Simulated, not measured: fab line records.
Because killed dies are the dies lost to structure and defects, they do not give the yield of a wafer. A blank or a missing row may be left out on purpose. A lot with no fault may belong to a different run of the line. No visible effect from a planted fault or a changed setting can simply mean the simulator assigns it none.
Code-filled problem report in 8D (eight disciplines) form :: flow gf180mcu :: the parts of the form that need people (team, actions taken, sign-off) are left out

1. THE PROBLEM
V3_CVD_02_THK at GF_V3_THK_MEAS_03 reads a mean of 1470 nm on 6 wafers of 2 lots; wafers without a fault read 849 nm with a standard deviation of 12. Measured from the usual mean, that is +52 standard deviations.
First seen on wafer L252.2, day 27 20:38, on film metro-03. The record has a number at this step for 33 wafers belonging to 11 lots. Rule for "out" (also "out of limits"): further than 4 standard deviations from the usual mean. The other wafers with a number count as sound.

2. WHAT THIS IS AND IS NOT
question: which readings at this step
is: V3_CVD_02_THK
is not: -

question: which lots
is: L252, L253
is not: L233, L235, L237, L239, L240, L241, L242, L249, L254

question: which wafers of those lots
is: all that have a number
is not: -

question: read on which gauges
is: film metro-02, film metro-03
is not: film metro-04

question: when
is: from day 27 20:38
is not: up to then (24 sound wafers); but 3 sound wafers of L254 came after

3. SUSPECTS, AND WHAT RULES EACH OUT
Counting: a tool stays on the suspect list if, at a process step up to the reading, it processed all lots that are out and no sound lot following the first of them.
- the gauge at GF_V3_THK_MEAS_03 is ruled out. 2 gauges (film metro-02, film metro-03) read the wafers that are out.
- pecvd-04 at GF_V3_CVD_02 (deposits SiO2 from TEOS, target thk 850 nm, time 94.851 s): kept. It ran every lot that is out, first L252 (day 27 20:34), and no sound lot after that; its last sound lot up to then is L240 (day 24 04:40).
Remaining after the count: pecvd-04 at GF_V3_CVD_02.

4. THE CAUSE (what the simulator had put in)
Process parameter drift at GF_V3_CVD_02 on pecvd-04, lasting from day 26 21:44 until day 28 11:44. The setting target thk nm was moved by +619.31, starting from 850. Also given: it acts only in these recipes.
This tool alone remained once counting was done.

5. THE EFFECT CHAIN, in route order
One row per reading whose mean, taken over the struck wafers that have a number, lies over 3 standard deviations from the usual. Only readings whose record carries a usual standard deviation are examined. hours: median over the lots of the time between each lot's start at the first step of this table that gives one and its start at this step. sigmas: the change, counted in usual standard deviations.
hours: 0
step: GF_V3_THK_MEAS_03
reading: V3_CVD_02_THK
usual: 849 nm
on struck wafers: 1470
change: +621
sigmas: +52

hours: 0
step: GF_V3_CMP_04
reading: time to endpoint s
usual: 83 s
on struck wafers: 320
change: +237
sigmas: +37
Its process steps:
- GF_V3_CMP_04: polishes SiO2.

6. WHAT WOULD HAVE CAUGHT IT SOONER
The first out-of-limits reading at a measuring or inspecting step in this record came at day 27 20:38, 23 hours after the fault's start at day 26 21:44.
Tool readings at GF_V3_CVD_02 with a usual standard deviation given in the record: none out on any struck wafer, hence no alarm at a limit of 4 standard deviations on them.
L253, from the lots that are out (2), started GF_V3_CVD_02 on pecvd-04 later than day 27 20:38. Had the tool been put on hold then, it would have been spared.
